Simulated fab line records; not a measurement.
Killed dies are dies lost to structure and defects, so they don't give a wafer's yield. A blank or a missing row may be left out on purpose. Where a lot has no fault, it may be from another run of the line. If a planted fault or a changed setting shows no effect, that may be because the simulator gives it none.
The tool behind it: which one? + flow sky130 + 15 lots, 45 wafers sampled, at 3 steps of a route of 708

## WHAT EACH GAUGE READ, for each wafer
SKY_PWDE_OVL_MEAS_07. Usual: PWDE_OVL typically reads -0.4 nm, with standard deviation 1.4.
| lot  | measured    | on         | PWDE_OVL (nm)  | flag |
|------|-------------|------------|----------------|------|
| L823 | day 3 20:58 | overlay-01 | -0.6 -1.0 0.2  |      |
| L824 | day 4 07:28 | overlay-02 | -1.4 -1.8 -0.2 |      |
| L825 | day 4 09:20 | overlay-01 | -2.4 1.3 -2.1  |      |
| L828 | day 5 03:58 | overlay-01 | -0.6 1.0 -0.3  |      |
| L830 | day 5 16:23 | overlay-02 | 1.0 0.2 1.1    |      |
| L831 | day 5 19:29 | overlay-02 | 0.5 1.1 1.2    |      |
| L834 | day 6 11:07 | overlay-02 | -0.7 -0.4 -0.2 |      |
| L835 | day 6 17:52 | overlay-01 | 2.9 2.6 1.6    |      |
| L836 | day 6 19:34 | overlay-01 | -3.9 -2.5 -1.5 |      |
| L840 | day 7 18:28 | overlay-01 | 2.2 -2.0 -0.6  |      |
| L841 | day 8 00:16 | overlay-02 | 0.2 0.5 0.5    |      |
| L842 | day 8 06:16 | overlay-01 | -1.3 -3.2 -2.2 |      |
| L843 | day 8 11:22 | overlay-02 | -1.5 0.0 -1.9  |      |
| L844 | day 8 17:13 | overlay-02 | -0.7 -0.5 -0.2 |      |
| L845 | day 9 01:07 | overlay-02 | -0.5 -1.1 -0.5 |      |

SKY_VT_ADJUST_LVTN_TW_MEAS_21. Usual: VT_ADJUST_LVTN_2_TW typically reads 190.3, with standard deviation 0.8.
| lot  | measured     | on            | VT_ADJUST_LVTN_2_TW | flag |
|------|--------------|---------------|---------------------|------|
| L823 | day 7 15:04  | film-metro-03 | 191.4 190.8 191.6   |      |
| L824 | day 8 05:17  | film-metro-04 | 190.0 188.2 189.3   |      |
| L825 | day 8 08:27  | film-metro-01 | 190.8 190.8 190.9   |      |
| L828 | day 9 07:05  | film-metro-03 | 190.3 190.2 190.4   |      |
| L830 | day 9 19:56  | film-metro-03 | 191.1 191.7 191.2   |      |
| L831 | day 10 00:25 | film-metro-04 | 189.3 190.1 190.4   |      |
| L834 | day 10 18:52 | film-metro-01 | 190.1 190.3 189.7   |      |
| L835 | day 11 03:10 | film-metro-03 | 190.7 190.3 190.8   |      |
| L836 | day 11 05:44 | film-metro-04 | 190.8 189.8 189.9   |      |
| L840 | day 12 09:38 | film-metro-03 | 190.3 188.4 189.1   |      |
| L841 | day 12 17:58 | film-metro-04 | 189.5 189.7 189.6   |      |
| L842 | day 13 00:55 | film-metro-04 | 191.0 191.3 190.9   |      |
| L843 | day 13 07:20 | film-metro-01 | 190.6 190.8 190.5   |      |
| L844 | day 13 14:32 | film-metro-03 | 190.5 191.2 190.7   |      |
| L845 | day 14 00:34 | film-metro-01 | 190.9 189.1 189.2   |      |

SKY_VT_ADJUST_NCORE_CD_MEAS_07: target cd 380 nm. Usual: 380 nm for cd-nm, sd 3.1.
| lot  | measured     | on        | cd-nm (nm)  | flag |
|------|--------------|-----------|-------------|------|
| L823 | day 8 11:19  | cd-sem-01 | 382 384 384 |      |
| L824 | day 9 01:43  | cd-sem-01 | 380 376 376 |      |
| L825 | day 9 04:52  | cd-sem-02 | 378 377 378 |      |
| L828 | day 10 02:23 | cd-sem-01 | 374 379 376 |      |
| L830 | day 10 17:29 | cd-sem-02 | 383 384 383 |      |
| L831 | day 10 22:16 | cd-sem-02 | 380 382 379 |      |
| L834 | day 11 18:46 | cd-sem-01 | 379 379 381 |      |
| L835 | day 12 03:38 | cd-sem-01 | 377 378 376 |      |
| L836 | day 12 06:53 | cd-sem-01 | 382 385 382 |      |
| L840 | day 13 11:23 | cd-sem-01 | 384 381 385 |      |
| L841 | day 13 19:01 | cd-sem-01 | 374 375 375 |      |
| L842 | day 14 02:01 | cd-sem-01 | 381 381 382 |      |
| L843 | day 14 08:04 | cd-sem-02 | 384 381 380 |      |
| L844 | day 14 14:58 | cd-sem-02 | 378 378 379 |      |
| L845 | day 15 02:31 | cd-sem-02 | 387 385 384 |      |

## WHAT TOOL EACH LOT RAN ON (gives the tool, then ch and the chambers of the sampled wafers, and finally the start)
The record shows no process step preceding these readings.

## WHAT THE TOOLS THEMSELVES READ (means of the sampled wafers that have a number; where no wafer has one, the mark that the record gives instead)
The record holds no such reading with a usual standard deviation.

## THE ANSWER, worked out from the rows above alone
Rule: a lot is off if the mean of its wafers that have a number lies more than 3 standard deviations from the usual mean. Also off: a lot with no number at a reading for which 4 or more lots have one. Any other lot the step has rows for is counted as sound. Order of review: gauges by route order, followed by the tools' own readings, for which a lot's mean as printed above is used. At the first step where some lot is off, the reading lying furthest off is the one used; lots without a number count as furthest.
Across all readings shown, no lot is off: no conclusion can be drawn from this.

## WHAT THE SIMULATOR HAD PUT IN
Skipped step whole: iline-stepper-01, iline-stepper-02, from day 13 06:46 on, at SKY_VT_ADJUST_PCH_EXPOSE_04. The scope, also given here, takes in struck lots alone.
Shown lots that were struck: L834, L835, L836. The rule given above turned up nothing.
